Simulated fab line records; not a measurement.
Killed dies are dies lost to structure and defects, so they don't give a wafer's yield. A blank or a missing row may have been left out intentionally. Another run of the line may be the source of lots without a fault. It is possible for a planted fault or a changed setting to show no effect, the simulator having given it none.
fab line records	flow sky130
record lots=7	wafers=21	lastDay=48
route steps=708 shown LDD_HVP@285 LDD_LDN@289 PAD_OPEN@708
lots that met no fault: taken from a fault-free run of the same line
startH: start of the lot's first displayed wafer, in hours after the record's first day	waitH: hours elapsed since this lot's preceding step	" the same as in the row above	L1.1+2: a single row standing in for several wafers	- no value, or no start given	* or withheld: withheld	< > ~ a bound
route shown NAME@n: names a module that has steps shown in the file, with the first one's number in the route	usual: mean/standard deviation taken from wafers without a fault	same: alike in all rows	chamber/n: place in a boat	sites: per-site readings	_std_site: the values' standard deviation	_edge_site: the outer-site mean with the inner-site mean subtracted	radiusMm: for every site, how far away it sits from the centre of the wafer	mask NAME#n: copy n	behind: the last tool/chamber to shape the wafer	hold: cause of the lot's hold/its duration in hours/its outcome	device: the n, p or np transistor that did not switch	end of line: at the end of the route, the tests of the same wafers	a step given without rows: its recipe and nothing more	killed: at the first sort, the dies lost to defects and structure; wafer yield is something else	map: dies across one wafer; x = killed, . = not, _ = none there
set.NAME: the setting the step ran with; set.NAME@STEP: the setting that earlier step ran with	model.NAME: the simulator's own value behind a step, which no gauge read
lots at some steps of the route; a table a step, a row a wafer
services: when a tool's chamber went out of use (startH, in hours from the record's first day, below 0 if earlier), for how many hours, and the reason
## steps
# step SKY_LDD_HVP_OVL_MEAS_07
# usual LDD_HVP_OVL=0.5/1.3
lot.wafer	tool	chamber	startH	waitH	LDD_HVP_OVL[nm]
L706.3	overlay-01	-	492.01	0.1	-0.9
L706.4	"	-	"	"	0.5
L706.6	"	-	"	"	-2.5
L715.1	overlay-02	-	590.81	0.1	0.8
L715.2	"	-	"	"	1.1
L715.5	"	-	"	"	1.3
L716.1	overlay-02	-	607.66	0.1	-1.3
L716.2	"	-	"	"	-0.4
L716.5	"	-	"	"	-1.7
L717.2	overlay-01	-	610.11	0.1	0.9
L717.3	"	-	"	"	0.6
L717.4	"	-	"	"	-0.9
L718.3	overlay-02	-	610.83	0.1	1.3
L718.4	"	-	"	"	1.6
L718.5	"	-	"	"	0.2
L719.3	overlay-01	-	618.58	0.1	0.0
L719.4	"	-	"	"	0.0
L719.5	"	-	"	"	1.4
L721.2	overlay-02	-	623.17	0.1	1.9
L721.3	"	-	"	"	0.8
L721.6	"	-	"	"	1.2
# step SKY_LDD_HVP_IMPLANT_08
# recipe species=B	energyKev=20	doseCm2=1.7e+13	tiltDeg=17.9
# step SKY_LDD_HVP_STRIP_09
# recipe chemistry=O2/N2	powerW=1400	pressureMtorr=1500	platenTempC=withheld	o2FlowSccm=3000	n2FlowSccm=300	overashFraction=0.5
# usual drypumpMotorCurrentA=5.7/0.42	oesProductAu=0.408/0.005	stripTimeToEndpointS=4.132/0.015
lot.wafer	tool	chamber	startH	waitH	drypumpMotorCurrentA	oesProductAu	rfHoursCounterH	stripTimeToEndpointS
L706.3	plasmaAsher-02	1	492.22	0.1	5.4	0.419	-	4.175
L706.4	"	0	"	"	6.2	0.408	-	4.152
L706.6	"	1	"	"	5.4	0.410	-	4.132
L715.1	plasmaAsher-02	0	590.99	0.1	6.2	0.410	15	4.141
L715.2	"	1	"	"	5.4	0.407	15	4.120
L715.5	"	1	"	"	5.4	0.407	-	4.125
L716.1	plasmaAsher-02	1	607.84	0.1	5.4	0.416	17	4.114
L716.2	"	0	"	"	6.2	0.408	17	4.126
L716.5	"	1	"	"	5.4	0.414	-	4.124
L717.2	plasmaAsher-02	1	610.29	0.1	5.4	0.409	18	4.166
L717.3	"	0	"	"	6.2	0.407	-	4.123
L717.4	"	1	"	"	5.4	0.409	-	4.139
L718.3	plasmaAsher-04	0	611.03	0.1	5.8	0.399	-	4.139
L718.4	"	1	"	"	5.3	0.408	-	4.150
L718.5	"	1	"	"	5.3	0.413	-	4.132
L719.3	plasmaAsher-04	0	618.82	0.1	5.8	0.408	-	4.116
L719.4	"	1	"	"	5.3	0.402	-	4.100
L719.5	"	1	"	"	5.3	0.411	-	4.108
L721.2	plasmaAsher-02	1	623.35	0.1	5.4	0.403	19	4.132
L721.3	"	0	"	"	6.2	0.412	-	4.123
L721.6	"	1	"	"	5.4	0.405	-	4.155
# step SKY_LDD_HVP_TW_MEAS_10
# usual LDD_HVP_TW=455.8/2.1
lot.wafer	tool	chamber	startH	waitH	LDD_HVP_TW
L706.3	filmMetro-01	-	492.31	0.1	456.7
L706.4	"	-	"	"	455.7
L706.6	"	-	"	"	456.3
L715.1	filmMetro-02	-	591.09	0.1	452.9
L715.2	"	-	"	"	456.6
L715.5	"	-	"	"	454.5
L716.1	filmMetro-02	-	607.94	0.1	457.1
L716.2	"	-	"	"	455.1
L716.5	"	-	"	"	456.3
L717.2	filmMetro-03	-	610.40	0.1	455.4
L717.3	"	-	"	"	455.0
L717.4	"	-	"	"	458.4
L718.3	filmMetro-02	-	611.12	0.1	453.7
L718.4	"	-	"	"	456.0
L718.5	"	-	"	"	456.3
L719.3	filmMetro-03	-	618.90	0.1	454.6
L719.4	"	-	"	"	454.8
L719.5	"	-	"	"	452.1
L721.2	filmMetro-01	-	623.46	0.1	459.5
L721.3	"	-	"	"	459.5
L721.6	"	-	"	"	458.1
# step SKY_LDD_LDN_DEHYDRATE_00
# recipe tempC=200	timeS=60
# step SKY_LDD_LDN_HMDS_01
# recipe primeTimeS=60	primeTempC=120
# step SKY_LDD_LDN_COAT_02
# recipe resist=NOVOLAK	spinRpm=3000	resistThkNm=1140
# step SKY_LDD_LDN_SOFTBAKE_03
# recipe tempC=90	timeS=60	resist=NOVOLAK
# step SKY_LDD_LDN_EXPOSE_04
# recipe maskId=LDNTM	na=0.6	sourceShape=conventional	sigmaOuter=0.6	polarization=unpolarized	targetCdNm=700	doseMj=140
# step SKY_LDD_LDN_PEB_05
# recipe tempC=withheld	timeS=*	resist=NOVOLAK
# step SKY_LDD_LDN_DEVELOP_06
# recipe resist=NOVOLAK	developer=TMAH	developTimeS=60	devTempC=23
# step SKY_LDD_LDN_OVL_MEAS_07
# usual LDD_LDN_OVL=1.2/1.5
lot.wafer	tool	chamber	startH	waitH	LDD_LDN_OVL[nm]
L706.3	overlay-02	-	522.16	0.1	2.9
L706.4	"	-	"	"	4.0
L706.6	"	-	"	"	2.9
L715.1	overlay-01	-	619.66	0.1	1.4
L715.2	"	-	"	"	-0.9
L715.5	"	-	"	"	0.6
L716.1	overlay-02	-	637.55	0.1	0.5
L716.2	"	-	"	"	1.5
L716.5	"	-	"	"	1.2
L717.2	overlay-01	-	639.57	0.1	4.3
L717.3	"	-	"	"	0.7
L717.4	"	-	"	"	3.9
L718.3	overlay-01	-	639.65	0.1	2.3
L718.4	"	-	"	"	2.6
L718.5	"	-	"	"	1.1
L719.3	overlay-02	-	647.88	0.1	0.0
L719.4	"	-	"	"	0.1
L719.5	"	-	"	"	1.6
L721.2	overlay-01	-	652.27	0.1	1.0
L721.3	"	-	"	"	0.2
L721.6	"	-	"	"	0.2
# step SKY_LDD_LDN_IMPLANT_08
# recipe species=As	energyKev=15	doseCm2=1.25e+13	tiltDeg=withheld	rotationDeg=23
# usual beamEnergyKeV=14.999/0.0043
lot.wafer	tool	chamber	startH	waitH	beamEnergyKeV	model.implant.rpNm	model.implant.drpNm
L706.3	implanter-01	0	522.24	0.1	15.000	13.01	5.933
L706.4	"	0	"	"	15.009	13.01	5.933
L706.6	"	0	"	"	15.004	13.01	5.933
L715.1	implanter-01	0	619.70	0.0	19.646	15.62	7.123
L715.2	"	0	"	"	19.648	15.62	7.123
L715.5	"	0	"	"	19.654	15.62	7.123
L716.1	implanter-01	0	637.59	0.0	19.641	15.44	7.123
L716.2	"	0	"	"	19.644	15.44	7.123
L716.5	"	0	"	"	19.643	15.44	7.123
L717.2	implanter-01	0	639.62	0.0	19.646	15.05	7.123
L717.3	"	0	"	"	19.642	15.05	7.123
L717.4	"	0	"	"	19.647	15.05	7.123
L718.3	implanter-03	0	639.72	0.1	14.997	12.79	5.933
L718.4	"	0	"	"	14.998	12.79	5.933
L718.5	"	0	"	"	14.995	12.79	5.933
L719.3	implanter-04	0	647.95	0.1	14.996	12.95	5.933
L719.4	"	0	"	"	14.997	12.95	5.933
L719.5	"	0	"	"	15.002	12.95	5.933
L721.2	implanter-03	0	652.32	0.0	14.998	13.06	5.933
L721.3	"	0	"	"	15.000	13.06	5.933
L721.6	"	0	"	"	15.001	13.06	5.933
# step SKY_LDD_LDN_IMPLANT_09
# recipe species=As	energyKev=15	doseCm2=1.25e+13	tiltDeg=withheld	rotationDeg=113
# step SKY_LDD_LDN_IMPLANT_10
# recipe species=As	energyKev=15	doseCm2=1.25e+13	tiltDeg=withheld	rotationDeg=203
# step SKY_LDD_LDN_IMPLANT_11
# recipe species=As	energyKev=15	doseCm2=1.25e+13	tiltDeg=withheld	rotationDeg=293
# step SKY_LDD_LDN_STRIP_12
# recipe chemistry=O2/N2	powerW=1400	pressureMtorr=1500	platenTempC=withheld	o2FlowSccm=3000	n2FlowSccm=300	overashFraction=0.5
# usual drypumpMotorCurrentA=5.7/0.44	oesProductAu=0.716/0.0042	stripTimeToEndpointS=14.19/0.04
lot.wafer	tool	chamber	startH	waitH	drypumpMotorCurrentA	oesProductAu	rfHoursCounterH	stripTimeToEndpointS
L706.3	plasmaAsher-01	0	522.82	0.1	5.7	0.714	-	14.23
L706.4	"	1	"	"	6.1	0.718	-	14.27
L706.6	"	1	"	"	6.1	0.717	-	14.27
L715.1	plasmaAsher-02	0	620.30	0.1	6.2	0.716	19	14.21
L715.2	"	1	"	"	5.4	0.715	19	14.21
L715.5	"	1	"	"	5.4	0.711	-	14.16
L716.1	plasmaAsher-03	0	638.19	0.1	4.9	0.718	78	14.19
L716.2	"	1	"	"	5.8	0.721	78	14.23
L716.5	"	0	"	"	4.9	0.718	-	14.25
L717.2	plasmaAsher-01	1	640.20	0.1	6.1	0.713	95	14.10
L717.3	"	1	"	"	6.1	0.715	-	14.19
L717.4	"	0	"	"	5.7	0.716	-	14.14
L718.3	plasmaAsher-02	0	640.30	0.1	6.3	0.713	-	14.17
L718.4	"	1	"	"	5.4	0.710	-	14.16
L718.5	"	1	"	"	5.4	0.709	-	14.20
L719.3	plasmaAsher-03	1	648.53	0.1	5.8	0.721	-	14.19
L719.4	"	0	"	"	5.0	0.720	-	14.23
L719.5	"	1	"	"	5.8	0.716	-	14.17
L721.2	plasmaAsher-01	1	652.90	0.1	6.1	0.712	96	14.14
L721.3	"	0	"	"	5.7	0.720	-	14.19
L721.6	"	0	"	"	5.7	0.717	-	14.11
# step SKY_LDD_LDN_TW_MEAS_13
# usual LDD_LDN_TW=1479/6
lot.wafer	tool	chamber	startH	waitH	LDD_LDN_TW
L706.3	filmMetro-04	-	522.91	0.1	1491
L706.4	"	-	"	"	1493
L706.6	"	-	"	"	1491
L715.1	filmMetro-04	-	620.40	0.1	1513
L715.2	"	-	"	"	1510
L715.5	"	-	"	"	1510
L716.1	filmMetro-02	-	638.29	0.1	1503
L716.2	"	-	"	"	1507
L716.5	"	-	"	"	1509
L717.2	filmMetro-02	-	640.31	0.1	1517
L717.3	"	-	"	"	1506
L717.4	"	-	"	"	1507
L718.3	filmMetro-04	-	640.39	0.1	1491
L718.4	"	-	"	"	1489
L718.5	"	-	"	"	1492
L719.3	filmMetro-02	-	648.62	0.1	1476
L719.4	"	-	"	"	1476
L719.5	"	-	"	"	1474
L721.2	filmMetro-04	-	653.01	0.1	1475
L721.3	"	-	"	"	1479
L721.6	"	-	"	"	1480
# step SKY_LDD_LDN_CLEAN_14
# recipe chemistry=SC1/SC2	mix=1:4:20	tempC=70	timeS=150	dry=n2Spin
# step SKY_PAD_OPEN_PROBE_99
# usual killed_at_M0_to_M3=43/6.8	killed_at_M4_up=3.2/1.8	killedAtContacts=24/6.2	killedAtFrontEnd=15/4.7	killedAtOther=0.4/0.63	killedDies=86/9.6	killedOpen=47/6.9	killedShort=39/6.3
# same grossDies=492	killedAtBackSide=0
lot.wafer	tool	chamber	startH	waitH	killed_at_M0_to_M3	killed_at_M4_up	killedAtContacts	killedAtFrontEnd	killedAtOther	killedDies	killedOpen	killedShort	model.etest.tipSonos.rsOhmSq
L706.3	prober-01	-	1069.72	0.2	45	4	16	20	1	86	45	41	2701
L706.4	prober-01	-	1069.77	0.2	40	5	13	21	1	80	35	45	2728
L706.6	prober-01	-	1069.87	0.2	34	2	14	18	0	68	41	26	2748
L715.1	prober-02	-	1139.42	0.1	52	2	28	11	1	94	57	37	2522
L715.2	prober-02	-	1139.47	0.1	47	2	31	12	0	92	45	47	2512
L715.5	prober-02	-	1139.62	0.2	52	3	21	14	0	90	47	43	2501
L716.1	prober-01	-	1146.14	0.1	38	2	25	14	1	80	57	23	2470
L716.2	prober-01	-	1146.19	0.1	42	3	22	19	0	86	50	36	2451
L716.5	prober-01	-	1146.34	0.2	44	4	28	14	0	90	53	37	2458
L717.2	prober-02	-	1149.58	0.1	46	3	29	19	2	99	52	46	2536
L717.3	prober-02	-	1149.63	0.2	52	2	28	16	0	98	54	44	2558
L717.4	prober-02	-	1149.68	0.2	35	5	19	26	1	86	47	39	2589
L718.3	prober-01	-	1153.35	0.2	57	6	21	15	1	100	56	44	2692
L718.4	prober-01	-	1153.40	0.2	40	1	28	5	0	74	46	28	2674
L718.5	prober-01	-	1153.45	0.2	40	5	21	13	0	79	39	38	2694
L719.3	prober-02	-	1156.96	0.2	36	4	38	22	0	100	49	51	2719
L719.4	prober-02	-	1157.01	0.2	49	3	32	13	0	97	54	43	2763
L719.5	prober-02	-	1157.06	0.2	37	4	22	18	0	81	38	43	2730
L721.2	prober-01	-	1157.67	0.1	41	2	30	10	0	83	42	40	2809
L721.3	prober-01	-	1157.72	0.2	37	1	37	14	0	89	53	34	2734
L721.6	prober-01	-	1157.87	0.2	44	3	21	17	0	85	47	38	2678
# killed by level:class
L706.3 FIELD_ISO:geometricParticle:short=9 VIA1:geometricParticle:open=9 VIA2:geometricParticle:open=9 CONTACT:geometricParticle:open=8 VIA2:geometricParticle:short=6 FIELD_ISO:geometricParticle:open=5 METAL2:geometricParticle:short=5 METAL1:geometricParticle:short=4
L706.4 VIA1:geometricParticle:open=7 VIA2:geometricParticle:short=6 METAL3:geometricParticle:short=6 FIELD_ISO:geometricParticle:short=5 FIELD_ISO:geometricParticle:open=5 CONTACT:geometricParticle:open=5 VIA3:geometricParticle:short=5 VIA1:geometricParticle:short=4
L706.6 VIA1:geometricParticle:open=9 CONTACT:geometricParticle:open=7 POLY_GATE:geometricParticle:short=5 VIA2:geometricParticle:open=5 POLY_GATE:geometricParticle:open=4 LI_CONTACT:geometricParticle:open=4 METAL3:geometricParticle:short=4 VIA3:geometricParticle:open=4
L715.1 VIA1:geometricParticle:open=12 CONTACT:geometricParticle:open=12 VIA3:geometricParticle:open=10 CONTACT:geometricParticle:short=8 METAL2:geometricParticle:short=7 LI_CONTACT:geometricParticle:open=5 METAL1:geometricParticle:short=5 VIA2:geometricParticle:open=4
L715.2 CONTACT:geometricParticle:open=13 LOCAL_INTERCONNECT:geometricParticle:short=7 VIA2:geometricParticle:open=7 METAL1:geometricParticle:short=6 VIA1:geometricParticle:short=6 POLY_GATE:geometricParticle:short=5 LI_CONTACT:geometricParticle:open=5 VIA2:geometricParticle:short=5
L715.5 VIA1:geometricParticle:open=11 CONTACT:geometricParticle:open=10 VIA3:geometricParticle:open=9 METAL2:geometricParticle:short=8 VIA2:geometricParticle:open=6 METAL1:geometricParticle:short=6 LI_CONTACT:geometricParticle:open=5 POLY_GATE:geometricParticle:short=4
L716.1 LI_CONTACT:geometricParticle:open=11 CONTACT:geometricParticle:open=11 VIA1:geometricParticle:open=11 VIA2:geometricParticle:open=6 VIA3:geometricParticle:open=6 VIA3:geometricParticle:short=5 FIELD_ISO:geometricParticle:short=4 VIA1:geometricParticle:short=4
L716.2 CONTACT:geometricParticle:open=8 VIA1:geometricParticle:open=8 VIA3:geometricParticle:open=8 VIA2:geometricParticle:open=8 FIELD_ISO:geometricParticle:open=6 LI_CONTACT:geometricParticle:open=6 POLY_GATE:geometricParticle:short=5 METAL1:geometricParticle:short=5
L716.5 VIA1:geometricParticle:open=12 LI_CONTACT:geometricParticle:open=8 CONTACT:geometricParticle:open=8 LOCAL_INTERCONNECT:geometricParticle:short=5 METAL3:geometricParticle:short=5 VIA3:geometricParticle:open=5 POLY_GATE:geometricParticle:open=4 VIA1:geometricParticle:short=4
L717.2 VIA1:geometricParticle:open=16 CONTACT:geometricParticle:open=10 METAL2:geometricParticle:short=8 VIA2:geometricParticle:open=7 POLY_GATE:geometricParticle:open=6 CONTACT:geometricParticle:short=6 FIELD_ISO:geometricParticle:short=5 LI_CONTACT:geometricParticle:open=5
L717.3 VIA1:geometricParticle:open=11 LI_CONTACT:geometricParticle:open=10 VIA2:geometricParticle:open=9 CONTACT:geometricParticle:open=6 POLY_GATE:geometricParticle:open=6 VIA2:geometricParticle:short=6 METAL1:geometricParticle:short=6 LOCAL_INTERCONNECT:geometricParticle:short=5
L717.4 VIA1:geometricParticle:open=10 FIELD_ISO:geometricParticle:open=8 POLY_GATE:geometricParticle:open=7 CONTACT:geometricParticle:open=7 METAL1:geometricParticle:short=7 LI_CONTACT:geometricParticle:open=6 METAL4:geometricParticle:short=5 METAL2:geometricParticle:short=5
L718.3 CONTACT:geometricParticle:open=12 VIA3:geometricParticle:open=8 VIA2:geometricParticle:open=8 VIA1:geometricParticle:open=7 METAL2:geometricParticle:short=6 POLY_GATE:geometricParticle:open=5 VIA2:geometricParticle:short=5 METAL3:geometricParticle:short=5
L718.4 VIA1:geometricParticle:open=13 LI_CONTACT:geometricParticle:open=12 CONTACT:geometricParticle:open=9 METAL1:geometricParticle:short=7 METAL2:geometricParticle:short=4 LOCAL_INTERCONNECT:geometricParticle:short=3 CONTACT:geometricParticle:short=3 VIA3:geometricParticle:open=3
L718.5 VIA1:geometricParticle:open=8 LI_CONTACT:geometricParticle:open=7 VIA2:geometricParticle:open=7 CONTACT:geometricParticle:open=6 VIA3:geometricParticle:open=6 POLY_GATE:geometricParticle:short=5 CONTACT:geometricParticle:short=5 METAL2:geometricParticle:short=5
L719.3 CONTACT:geometricParticle:short=15 CONTACT:geometricParticle:open=12 POLY_GATE:geometricParticle:short=9 LI_CONTACT:geometricParticle:open=8 VIA1:geometricParticle:open=8 METAL1:geometricParticle:short=4 VIA1:geometricParticle:short=4 VIA3:geometricParticle:open=4
L719.4 VIA1:geometricParticle:open=19 CONTACT:geometricParticle:open=11 METAL2:geometricParticle:short=9 LI_CONTACT:geometricParticle:open=8 LOCAL_INTERCONNECT:geometricParticle:short=6 VIA2:geometricParticle:open=5 CONTACT:geometricParticle:short=4 VIA1:geometricParticle:short=4
L719.5 CONTACT:geometricParticle:open=11 POLY_GATE:geometricParticle:short=7 VIA1:geometricParticle:short=6 VIA1:geometricParticle:open=5 VIA3:geometricParticle:short=5 VIA2:geometricParticle:open=4 METAL2:geometricParticle:short=4 FIELD_ISO:geometricParticle:short=3
L721.2 VIA2:geometricParticle:open=9 LI_CONTACT:geometricParticle:open=8 CONTACT:geometricParticle:short=8 CONTACT:geometricParticle:open=8 VIA1:geometricParticle:short=7 VIA1:geometricParticle:open=7 LOCAL_INTERCONNECT:geometricParticle:short=5 METAL3:geometricParticle:short=4
L721.3 CONTACT:geometricParticle:open=16 VIA2:geometricParticle:open=10 LI_CONTACT:geometricParticle:open=7 VIA1:geometricParticle:open=7 FIELD_ISO:geometricParticle:short=6 LOCAL_INTERCONNECT:geometricParticle:short=6 VIA3:geometricParticle:open=5 METAL2:geometricParticle:short=5
L721.6 CONTACT:geometricParticle:open=10 VIA1:geometricParticle:open=9 VIA3:geometricParticle:open=8 METAL2:geometricParticle:short=7 POLY_GATE:geometricParticle:short=6 VIA2:geometricParticle:open=5 FIELD_ISO:geometricParticle:short=4 FIELD_ISO:geometricParticle:open=4
## services
tool	chamber	startH	hours	kind
plasmaAsher-03	-	496.29	5.1	repair
implanter-03	-	504.77	22.3	repair
plasmaAsher-02	-	507.51	14.6	pm
plasmaAsher-01	-	527.95	4.3	pm
plasmaAsher-04	-	528.25	2.8	pm
plasmaAsher-04	-	531.01	3.3	repair
implanter-01	-	567.54	2.3	pm
plasmaAsher-03	-	596.78	14.6	pm
implanter-04	-	602.59	1.1	repair
plasmaAsher-04	-	637.61	4.7	repair
implanter-03	-	646.83	2.3	repair
implanter-04	-	648.57	1.0	repair
## key
firstSign step=SKY_LDD_LDN_IMPLANT_08	reading=beamEnergyKeV	direction=up	sigmas=99+	usual=*	struck=*
effect step=SKY_LDD_LDN_TW_MEAS_13	reading=LDD_LDN_TW	direction=up	sigmas=5.1	usual=1479	struck=1509
modelEffect step=SKY_LDD_LDN_IMPLANT_08	value=implant.rpNm	without=12.68	struck=15.37
modelEffect step=SKY_PAD_OPEN_PROBE_99	value=etest.tipSonos.rsOhmSq	without=2719	struck=2511
metAt SKY_LDD_LDN_IMPLANT_08
struckWafers L715.1,L715.2,L715.5,L716.1,L716.2,L716.5,L717.2,L717.3,L717.4
testerLeftOut L715,L716,L717
onsetBetween 522.24 619.70
fault kind=processParameterDrift	tool=implanter-01	chamber=-	onsetH=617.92	steps=SKY_LDD_LDN_IMPLANT_08	channel=energyKev	offset=*	shape=step	endH=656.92	actsIn=*	stated=*
# testerLeftOut: of these lots the tester's yield and bins aren't shown, on N5 and GAA mostly nor the transistor test; their killed dies are dies lost to structure and defects alone, not to doping, threshold or leakage, so they don't give the yield
